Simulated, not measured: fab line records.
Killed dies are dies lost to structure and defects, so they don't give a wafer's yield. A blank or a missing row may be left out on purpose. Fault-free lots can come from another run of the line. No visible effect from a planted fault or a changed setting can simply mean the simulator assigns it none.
The tool behind it: which one?	flow gf180mcu	Sampling: 6 lots, 18 wafers, 3 of 602 route steps

WHAT THE GAUGES READ, wafer by wafer
GF_SAB_THK_MEAS_01.
lot	measured	on	SAB_CVD_00_THK (nm)
L698	day 14 14:44	filmMetro-01	49.7 50.3 50.2
L700	day 15 16:25	filmMetro-04	51.0 50.0 51.4
L709	day 18 17:54	filmMetro-03	50.0 49.8 50.3
L713	day 20 07:22	filmMetro-01	49.8 49.7 51.0
L716	day 21 12:13	filmMetro-01	50.2 50.2 51.2
L718	day 21 15:23	filmMetro-04	50.4 51.0 50.8

WHAT TOOL EACH LOT RAN ON (gives the tool, then ch and the chambers of the sampled wafers, and finally the start)
lot	GF_DNWELL_STRIP_08	GF_MVPSD_EXPOSE_04
L698	plasmaAsher-04 ch 1, day 3 00:31	ilineStepper-01 ch 0, day 5 00:15
L700	plasmaAsher-04 ch 0,1, day 3 11:07	ilineStepper-01 ch 0, day 5 13:07
L709	plasmaAsher-01 ch 0,1, day 5 11:43	ilineStepper-02 ch 0, day 7 18:41
L713	plasmaAsher-04 ch 0,1, day 6 10:01	ilineStepper-02 ch 0, day 8 18:52
L716	plasmaAsher-04 ch 0,1, day 7 03:22	ilineStepper-02 ch 0, day 9 16:13
L718	plasmaAsher-01 ch 0,1, day 7 11:04	ilineStepper-02 ch 0, day 9 23:05
- GF_DNWELL_STRIP_08: strips in O2/N2.
- GF_MVPSD_EXPOSE_04: exposes mask MVPSD, target cd 1000 nm.

THE ANSWER, worked out from the rows above alone
Rule: the usual values come from the lots themselves. Put in order of their means at a reading, lots are off if they are a third of the lots or fewer, leave a main group of 4 or more, and stand apart from it by a gap of 3 or more times the standard deviation of the main group's means; of several such gaps the widest counts. If all means in a main group match to the digits the tables above print for the reading, that group is not used. A lot without any number at a reading at which 4 lots or more have one is off too. Where the step has rows for the other lots, those lots are counted as sound.
None of the lots is off at any reading shown; this tells nothing.

WHAT THE SIMULATOR HAD INSERTED
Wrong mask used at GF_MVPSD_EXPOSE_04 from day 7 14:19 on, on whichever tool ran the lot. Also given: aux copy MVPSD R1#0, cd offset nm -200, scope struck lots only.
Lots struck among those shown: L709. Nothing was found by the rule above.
